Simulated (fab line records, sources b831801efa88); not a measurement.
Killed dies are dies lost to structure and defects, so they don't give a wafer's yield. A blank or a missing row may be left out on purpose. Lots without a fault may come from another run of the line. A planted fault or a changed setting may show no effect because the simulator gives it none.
fab line records | flow sky130
record lots=14 wafers=42 last_day=50
route steps=708 shown GATE_OXIDE@200 METAL4@630 VIA4@650 METAL5@667 PAD_OPEN@708
lots that met no fault: from a run of the same line without faults
start_h: hours from the record's first day to the start of the lot's first wafer shown | wait_h: hours since the lot's step before | " the same as in the row above | L1.1+2: a row that stands for several wafers | - no value, or no start given | * or withheld: withheld | < > ~ a bound
route shown NAME@n: a module of which the file shows steps, and the number in the route of the first | usual: mean/standard deviation of fault-free wafers | same: alike in all rows | chamber/n: place in a boat | sites: the reading at each site | _std_site: their standard deviation | _edge_site: outer sites' mean less inner sites' | radius_mm: how far each site lies from the wafer's centre | mask NAME#n: copy n | behind: the tool/chamber that last shaped the wafer | hold: why the lot was held/for how many hours/how that ended | device: the transistor (n, p or np) that didn't switch | end of line: the same wafers' tests at the end of the route | a step without rows: its recipe alone | killed: dies lost to structure and defects at the first sort, not the wafer's yield | map: a wafer's dies, x killed, . not, _ none there
set.NAME: the setting as run; set.NAME@STEP: as run at that earlier step | model.NAME: the simulator's own value behind a step, which no gauge read
steps of the route over a sample of lots; a table a step, a row a wafer
services: from which hour (start_h, from the record's first day; less than 0 if before it) a tool's chamber was out of use, for how many hours, and why
## steps
# step SKY_GATE_OXIDE_STRIP_13
# recipe chemistry=O2/N2 power_w=1400 pressure_mtorr=1500 platen_temp_c=withheld o2_flow_sccm=3000 n2_flow_sccm=300 overash_fraction=0.5
# usual drypump_motor_current_A=5.6/0.34 oes_product_au=0.716/0.0048 strip_time_to_endpoint_s=14.18/0.038
# columns lot.wafer tool chamber start_h wait_h drypump_motor_current_A oes_product_au rf_hours_counter_h strip_time_to_endpoint_s
L862.1 plasma_asher-04 0 308.94 0.0 5.4 0.717 63 14.09
L862.4 " 0 " " 5.4 0.708 - 14.15
L862.6 " 0 " " 5.4 0.721 - 14.09
L863.2 plasma_asher-03 1 317.93 0.0 5.7 0.713 19 14.21
L863.5 " 1 " " 5.7 0.720 - 14.16
L863.6 " 0 " " 6.0 0.716 - 14.17
L865.2 plasma_asher-02 0 329.53 0.0 4.9 0.713 62 14.12
L865.4 " 0 " " 4.9 0.720 - 14.16
L865.6 " 0 " " 4.9 0.717 - 14.17
L868.1 plasma_asher-02 1 365.32 0.0 5.7 0.713 66 14.10
L868.5 " 0 " " 4.8 0.714 - 14.15
L868.6 " 1 " " 5.7 0.710 - 14.09
L873.1 plasma_asher-02 1 403.26 0.0 5.7 0.718 70 14.20
L873.3 " 0 " " 4.9 0.716 - 14.17
L873.5 " 1 " " 5.7 0.717 - 14.19
L874.3 plasma_asher-02 1 414.07 0.0 5.7 0.715 - 14.22
L874.4 " 0 " " 4.9 0.715 - 14.17
L874.5 " 0 " " 4.9 0.724 - 14.17
L876.1 plasma_asher-04 0 424.01 0.0 5.4 0.720 75 14.19
L876.2 " 1 " " 5.6 0.718 75 14.21
L876.3 " 0 " " 5.4 0.709 - 14.19
L877.2 plasma_asher-04 1 434.09 0.0 5.6 0.723 76 14.22
L877.5 " 1 " " 5.6 0.716 - 14.21
L877.6 " 0 " " 5.4 0.716 - 14.21
L878.2 plasma_asher-03 1 444.19 0.0 5.7 0.713 29 14.14
L878.3 " 0 " " 6.0 0.715 - 14.14
L878.5 " 0 " " 6.0 0.722 - 14.14
L879.1 plasma_asher-03 1 454.03 0.0 5.7 0.710 30 14.14
L879.3 " 1 " " 5.7 0.711 - 14.16
L879.5 " 0 " " 6.0 0.720 - 14.12
L880.4 plasma_asher-03 0 463.80 0.0 6.0 0.707 - 14.18
L880.5 " 0 " " 6.0 0.716 - 14.21
L880.6 " 1 " " 5.7 0.712 - 14.22
L883.2 plasma_asher-02 1 489.46 0.0 5.7 0.702 6 14.21
L883.4 " 1 " " 5.7 0.711 - 14.22
L883.5 " 0 " " 4.8 0.711 - 14.26
L884.1 plasma_asher-03 0 496.04 0.0 6.0 0.712 34 14.14
L884.2 " 1 " " 5.7 0.715 34 14.18
L884.5 " 0 " " 6.0 0.710 - 14.11
L885.3 plasma_asher-03 0 502.21 0.0 6.0 0.718 - 14.19
L885.5 " 0 " " 6.0 0.720 - 14.20
L885.6 " 1 " " 5.7 0.716 - 14.21
# step SKY_METAL4_OVL_MEAS_14
# usual METAL4_OVL=-3/5.4
# columns lot.wafer tool chamber start_h wait_h METAL4_OVL[nm]
L862.1 overlay-01 - 974.33 0.1 -2
L862.4 " - " " -6
L862.6 " - " " -4
L863.2 overlay-02 - 981.51 0.1 -9
L863.5 " - " " -8
L863.6 " - " " -10
L865.2 overlay-02 - 996.81 0.1 5
L865.4 " - " " 0
L865.6 " - " " 6
L868.1 overlay-01 - 1024.56 0.1 -5
L868.5 " - " " -9
L868.6 " - " " -9
L873.1 overlay-01 - 1054.61 0.1 -8
L873.3 " - " " -11
L873.5 " - " " -9
L874.3 overlay-01 - 1060.72 0.1 3
L874.4 " - " " 3
L874.5 " - " " -2
L876.1 overlay-01 - 1068.60 0.1 -4
L876.2 " - " " -9
L876.3 " - " " -4
L877.2 overlay-02 - 1076.25 0.1 4
L877.5 " - " " -2
L877.6 " - " " 1
L878.2 overlay-01 - 1081.83 0.1 -9
L878.3 " - " " -1
L878.5 " - " " -6
L879.1 overlay-01 - 1088.26 0.1 -4
L879.3 " - " " -3
L879.5 " - " " -9
L880.4 overlay-02 - 1093.17 0.1 6
L880.5 " - " " 1
L880.6 " - " " 2
L883.2 overlay-01 - 1120.43 0.1 -6
L883.4 " - " " -6
L883.5 " - " " -8
L884.1 overlay-02 - 1122.21 0.1 4
L884.2 " - " " 6
L884.5 " - " " -5
L885.3 overlay-01 - 1122.89 0.1 -2
L885.5 " - " " -8
L885.6 " - " " -3
# step SKY_VIA4_OVL_MEAS_11
# usual VIA4_OVL=-0.6/1.3
# columns lot.wafer tool chamber start_h wait_h VIA4_OVL[nm]
L862.1 overlay-01 - 998.39 0.1 -0.8
L862.4 " - " " 1.2
L862.6 " - " " -1.0
L863.2 overlay-02 - 1005.74 0.1 -0.3
L863.5 " - " " 1.6
L863.6 " - " " -2.4
L865.2 overlay-01 - 1020.96 0.1 -2.4
L865.4 " - " " -2.5
L865.6 " - " " -2.3
L868.1 overlay-02 - 1048.03 0.1 0.9
L868.5 " - " " -0.5
L868.6 " - " " 1.1
L873.1 overlay-02 - 1077.30 0.1 -2.8
L873.3 " - " " 0.4
L873.5 " - " " 0.7
L874.3 overlay-01 - 1082.74 0.1 -2.3
L874.4 " - " " -0.2
L874.5 " - " " -1.7
L876.1 overlay-01 - 1090.29 0.1 -1.1
L876.2 " - " " -1.8
L876.3 " - " " -3.4
L877.2 overlay-01 - 1097.83 0.1 -1.6
L877.5 " - " " -1.2
L877.6 " - " " -0.4
L878.2 overlay-01 - 1103.58 0.1 -1.6
L878.3 " - " " -0.8
L878.5 " - " " -3.2
L879.1 overlay-02 - 1109.70 0.1 0.9
L879.3 " - " " -1.7
L879.5 " - " " 0.5
L880.4 overlay-02 - 1114.55 0.1 1.4
L880.5 " - " " 1.0
L880.6 " - " " -0.5
L883.2 overlay-01 - 1140.71 0.1 -1.9
L883.4 " - " " -2.6
L883.5 " - " " -2.1
L884.1 overlay-01 - 1141.79 0.1 -1.2
L884.2 " - " " -0.9
L884.5 " - " " -1.1
L885.3 overlay-01 - 1143.49 0.1 0.1
L885.5 " - " " -0.3
L885.6 " - " " -0.1
# step SKY_METAL5_THK_MEAS_06
# recipe thk_meas_gauge=xrf reads=AlCu_of_METAL5_SPUTTER_02
# usual METAL5_ALCU_THK=1120/14
# columns lot.wafer tool chamber start_h wait_h METAL5_ALCU_THK[nm]
L862.1 film_metro-03 - 1000.10 0.1 1135
L862.4 " - " " 1123
L862.6 " - " " 1129
L863.2 film_metro-02 - 1007.46 0.1 1103
L863.5 " - " " 1100
L863.6 " - " " 1102
L865.2 film_metro-04 - 1022.82 0.1 1115
L865.4 " - " " 1126
L865.6 " - " " 1133
L868.1 film_metro-03 - 1049.73 0.1 1128
L868.5 " - " " 1144
L868.6 " - " " 1147
L873.1 film_metro-02 - 1079.09 0.1 1121
L873.3 " - " " 1114
L873.5 " - " " 1123
L874.3 film_metro-03 - 1084.71 0.1 1120
L874.4 " - " " 1132
L874.5 " - " " 1123
L876.1 film_metro-02 - 1092.70 0.1 1107
L876.2 " - " " 1112
L876.3 " - " " 1113
L877.2 film_metro-04 - 1100.11 0.1 1114
L877.5 " - " " 1105
L877.6 " - " " 1121
L878.2 film_metro-03 - 1105.29 0.1 1142
L878.3 " - " " 1143
L878.5 " - " " 1125
L879.1 film_metro-03 - 1111.52 0.1 1136
L879.3 " - " " 1132
L879.5 " - " " 1134
L880.4 film_metro-04 - 1116.25 0.1 1130
L880.5 " - " " 1142
L880.6 " - " " 1138
L883.2 film_metro-03 - 1142.46 0.1 1140
L883.4 " - " " 1144
L883.5 " - " " 1105
L884.1 film_metro-04 - 1143.48 0.1 1106
L884.2 " - " " 1099
L884.5 " - " " 1116
L885.3 film_metro-02 - 1145.35 0.1 1119
L885.5 " - " " 1100
L885.6 " - " " 1112
# step SKY_PAD_OPEN_PROBE_99
# usual killed_at_M0_to_M3=42/7.4 killed_at_M4_up=3.3/2.1 killed_at_contacts=24/5.3 killed_at_front_end=15/4.5 killed_at_other=0.3/0.57 killed_dies=84/10 killed_open=46/7.5 killed_short=38/6.4
# same gross_dies=492 killed_at_back_side=0
# columns lot.wafer tool chamber start_h wait_h killed_at_M0_to_M3 killed_at_M4_up killed_at_contacts killed_at_front_end killed_at_other killed_dies killed_open killed_short
L868.1 prober-02 - 1115.03 0.1 27 1 22 14 0 64 43 21
L868.5 prober-02 - 1115.23 0.2 36 1 19 21 0 77 39 36
L868.6 prober-02 - 1115.28 0.2 46 2 21 19 0 88 58 30
L873.1 prober-01 - 1142.41 0.1 43 3 28 75 0 149 44 42
L873.3 prober-01 - 1142.51 0.2 35 1 11 76 1 124 33 23
L873.5 prober-01 - 1142.61 0.2 31 2 18 84 0 135 38 34
L874.3 prober-02 - 1147.51 0.2 44 3 22 79 0 148 45 38
L874.4 prober-02 - 1147.56 0.2 45 0 22 79 0 146 43 40
L874.5 prober-02 - 1147.61 0.2 60 1 26 71 0 158 54 41
L876.1 prober-01 - 1155.06 0.1 60 3 27 11 0 101 64 36
L876.2 prober-01 - 1155.11 0.1 52 2 19 15 0 88 39 49
L876.3 prober-01 - 1155.16 0.2 33 3 26 10 1 73 40 33
# killed by level:class
L868.1 VIA1:geometric_particle:open=8 CONTACT:geometric_particle:open=7 LI_CONTACT:geometric_particle:open=6 VIA2:geometric_particle:open=6 VIA3:geometric_particle:open=6 POLY_GATE:geometric_particle:short=5 POLY_GATE:geometric_particle:open=4 FIELD_ISO:geometric_particle:short=3
L868.5 VIA2:geometric_particle:open=9 CONTACT:geometric_particle:open=9 VIA1:geometric_particle:open=8 FIELD_ISO:geometric_particle:short=5 POLY_GATE:geometric_particle:short=5 METAL3:geometric_particle:short=5 FIELD_ISO:geometric_particle:open=4 METAL2:geometric_particle:short=4
L868.6 VIA1:geometric_particle:open=14 VIA3:geometric_particle:open=9 FIELD_ISO:geometric_particle:open=8 LI_CONTACT:geometric_particle:open=7 CONTACT:geometric_particle:open=7 VIA3:geometric_particle:short=6 CONTACT:geometric_particle:short=5 METAL1:geometric_particle:short=4
L873.1 GATE_OXIDE:unspecified=63 LI_CONTACT:geometric_particle:open=9 CONTACT:geometric_particle:open=8 METAL1:geometric_particle:short=6 VIA1:geometric_particle:open=6 VIA2:geometric_particle:short=6 VIA1:geometric_particle:short=5 LOCAL_INTERCONNECT:geometric_particle:short=5
L873.3 GATE_OXIDE:unspecified=68 VIA1:geometric_particle:open=10 LI_CONTACT:geometric_particle:open=5 VIA2:geometric_particle:open=5 VIA3:geometric_particle:open=5 FIELD_ISO:geometric_particle:short=4 CONTACT:geometric_particle:open=4 METAL2:geometric_particle:short=4
L873.5 GATE_OXIDE:unspecified=63 VIA1:geometric_particle:open=8 FIELD_ISO:geometric_particle:open=7 CONTACT:geometric_particle:open=6 LI_CONTACT:geometric_particle:open=5 METAL2:geometric_particle:short=5 POLY_GATE:geometric_particle:short=4 VIA1:geometric_particle:short=4
L874.3 GATE_OXIDE:unspecified=65 VIA1:geometric_particle:open=9 CONTACT:geometric_particle:open=7 METAL1:geometric_particle:short=7 VIA3:geometric_particle:open=5 LI_CONTACT:geometric_particle:open=5 CONTACT:geometric_particle:short=5 METAL2:geometric_particle:short=5
L874.4 GATE_OXIDE:unspecified=63 VIA1:geometric_particle:open=10 FIELD_ISO:geometric_particle:open=8 METAL1:geometric_particle:short=8 LI_CONTACT:geometric_particle:short=7 VIA2:geometric_particle:open=7 LI_CONTACT:geometric_particle:open=4 CONTACT:geometric_particle:short=4
L874.5 GATE_OXIDE:unspecified=63 VIA1:geometric_particle:open=15 METAL1:geometric_particle:short=9 LI_CONTACT:geometric_particle:open=9 CONTACT:geometric_particle:open=7 VIA1:geometric_particle:short=6 LOCAL_INTERCONNECT:geometric_particle:short=6 VIA2:geometric_particle:open=6
L876.1 VIA3:geometric_particle:open=15 VIA1:geometric_particle:open=13 CONTACT:geometric_particle:open=9 METAL2:geometric_particle:short=8 LI_CONTACT:geometric_particle:open=7 METAL1:geometric_particle:short=7 VIA2:geometric_particle:open=5 FIELD_ISO:geometric_particle:short=4
L876.2 LI_CONTACT:geometric_particle:open=8 METAL1:geometric_particle:short=8 VIA2:geometric_particle:short=7 VIA3:geometric_particle:open=6 VIA1:geometric_particle:open=6 METAL2:geometric_particle:short=6 FIELD_ISO:geometric_particle:short=5 VIA1:geometric_particle:short=5
L876.3 LI_CONTACT:geometric_particle:open=10 CONTACT:geometric_particle:open=8 VIA1:geometric_particle:open=6 METAL2:geometric_particle:short=6 LOCAL_INTERCONNECT:geometric_particle:short=5 VIA3:geometric_particle:open=5 VIA1:geometric_particle:short=4 FIELD_ISO:geometric_particle:short=3
## services
# columns tool chamber start_h hours kind
plasma_asher-03 - 320.86 18.4 repair
plasma_asher-03 - 355.12 1.9 repair
plasma_asher-03 - 361.20 9.1 repair
plasma_asher-03 - 364.92 0.4 repair
plasma_asher-02 - 421.25 9.0 pm
plasma_asher-02 0 421.25 9.0 vent_cycle
plasma_asher-02 1 421.25 9.0 vent_cycle
plasma_asher-02 0 430.25 - clean
plasma_asher-02 1 430.25 - clean
plasma_asher-04 - 446.86 8.8 repair
plasma_asher-04 - 471.02 2.8 pm
plasma_asher-02 - 472.08 0.8 repair
## key
first_sign step=SKY_PAD_OPEN_PROBE_99 reading=killed_at_front_end direction=up sigmas=14 usual=15 struck=77
effect step=SKY_PAD_OPEN_PROBE_99 reading=killed_dies direction=up sigmas=5.9 usual=84 struck=143
met_at SKY_GATE_OXIDE_STRIP_13
struck_lots L873,L874
tester_left_out L873,L874
not_acting_at SKY_METAL4_OVL_MEAS_14,SKY_VIA4_OVL_MEAS_11,SKY_METAL5_THK_MEAS_06
onset_between 365.32 403.26
fault kind=chamber_particle_source tool=plasma_asher-02 chamber=- onset_h=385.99 steps=SKY_GATE_OXIDE_STRIP_13 rate_per_visit_cm2=1.5604 end_h=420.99
# tester_left_out: of these lots the tester's yield and bins aren't shown, on N5 and GAA mostly nor the transistor test; their killed dies are dies lost to structure and defects alone, not to doping, threshold or leakage, so they don't give the yield
